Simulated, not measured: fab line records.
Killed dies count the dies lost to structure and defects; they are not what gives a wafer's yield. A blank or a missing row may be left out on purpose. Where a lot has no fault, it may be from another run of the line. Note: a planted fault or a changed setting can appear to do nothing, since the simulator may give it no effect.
Comparing a struck lot with a sound one || flow sky130 || 14 out of 708 route steps
Sound: these wafers, L961.1, L961.2, L961.6. Struck: wafers L966.1, L966.2, L966.5. Last of all comes the cause.
For every step that has rows: the tool of each side, followed by ch and its chambers, followed by its first start. Under that, the readings that differ: sound wafers || struck wafers || difference of the means || sigmas: that difference in standard deviations of wafers without a fault.
alike: readings with means less than 2 such deviations apart, plus words and numbers identical on both sides. not compared: withheld readings, readings lacking a value on some wafer, bounds such as >300 that could conceal the same value, and numbers that have no deviation in the record and whose values overlap.
A row with sigmas, a row that says differs or no value, or rows on one side alone: a step with any of these is where the two part. Numbers that don't overlap but have no deviation are shown without sigmas and don't part them. A reading missing from all wafers of one side parts the sides only when that side holds two or more wafers.

first, 1 step without rows for these wafers: SKY_VT_ADJUST_NCORE_DEVELOP_06 (develop time 60 s).
SKY_VT_ADJUST_NCORE_CD_MEAS_07 targets a cd of 380 nm.
  sound: cd-sem-02 at day 11 01:54; struck: cd-sem-01 at day 12 14:00
  alike: cd-nm
SKY_VT_ADJUST_NCORE_OVL_MEAS_08:
  sound: overlay-01 at day 11 02:01; struck: overlay-02 at day 12 14:07
  alike: VT_ADJUST_NCORE_OVL
then, 1 step without rows for these wafers: SKY_VT_ADJUST_NCORE_IMPLANT_09.
SKY_VT_ADJUST_NCORE_STRIP_10: strips in O2/N2.
  sound on plasma-asher-03 ch 0,1, day 11 02:12; struck on plasma-asher-04 ch 0,1, day 12 14:18
  alike: chamber-pressure-mTorr, drypump-motor-current-A, oes-product-au, strip-time-to-endpoint-s
  not compared: rf-hours-counter-h
SKY_VT_ADJUST_NCORE_TW_MEAS_11:
  sound: film-metro-04 at day 11 02:18; struck: film-metro-01 at day 12 14:24
{"reading": "VT_ADJUST_NCORE_TW", "sound": "215.5 216.3 215.8", "struck": "222.3 221.8 222.7", "difference": "+6.4", "sigmas": "+3"}
then, 6 steps without rows for these wafers: SKY_VT_ADJUST_HVTR_DEHYDRATE_00 (time 60 s); SKY_VT_ADJUST_HVTR_HMDS_01 (prime time 60 s); SKY_VT_ADJUST_HVTR_COAT_02 (resist thk 1129 nm); SKY_VT_ADJUST_HVTR_SOFTBAKE_03 (time 60 s); SKY_VT_ADJUST_HVTR_EXPOSE_04 (exposes mask HVTRM, target cd 380 nm); SKY_VT_ADJUST_HVTR_PEB_05.
SKY_VT_ADJUST_HVTR_DEVELOP_06: develop time 60 s.
  sound on litho-track-03 ch 0, day 12 02:48; struck on litho-track-03 ch 0, day 13 15:33
{"reading": "developer-temp-C (C)", "sound": "23.13 23.00 23.15", "struck": "22.21 22.10 22.22", "difference": -0.92, "sigmas": -9}
SKY_VT_ADJUST_HVTR_CD_MEAS_07 targets a cd of 380 nm.
  sound: cd-sem-02 at day 12 02:57; struck: cd-sem-02 at day 13 15:42
  alike: cd-nm

## WHERE THEY PART
Earliest at SKY_VT_ADJUST_NCORE_TW_MEAS_11; latest, in this record, at SKY_VT_ADJUST_HVTR_DEVELOP_06. Later steps at which nothing parts them and some readings are alike: SKY_VT_ADJUST_HVTR_CD_MEAS_07.

WHY: whatever the simulator had introduced
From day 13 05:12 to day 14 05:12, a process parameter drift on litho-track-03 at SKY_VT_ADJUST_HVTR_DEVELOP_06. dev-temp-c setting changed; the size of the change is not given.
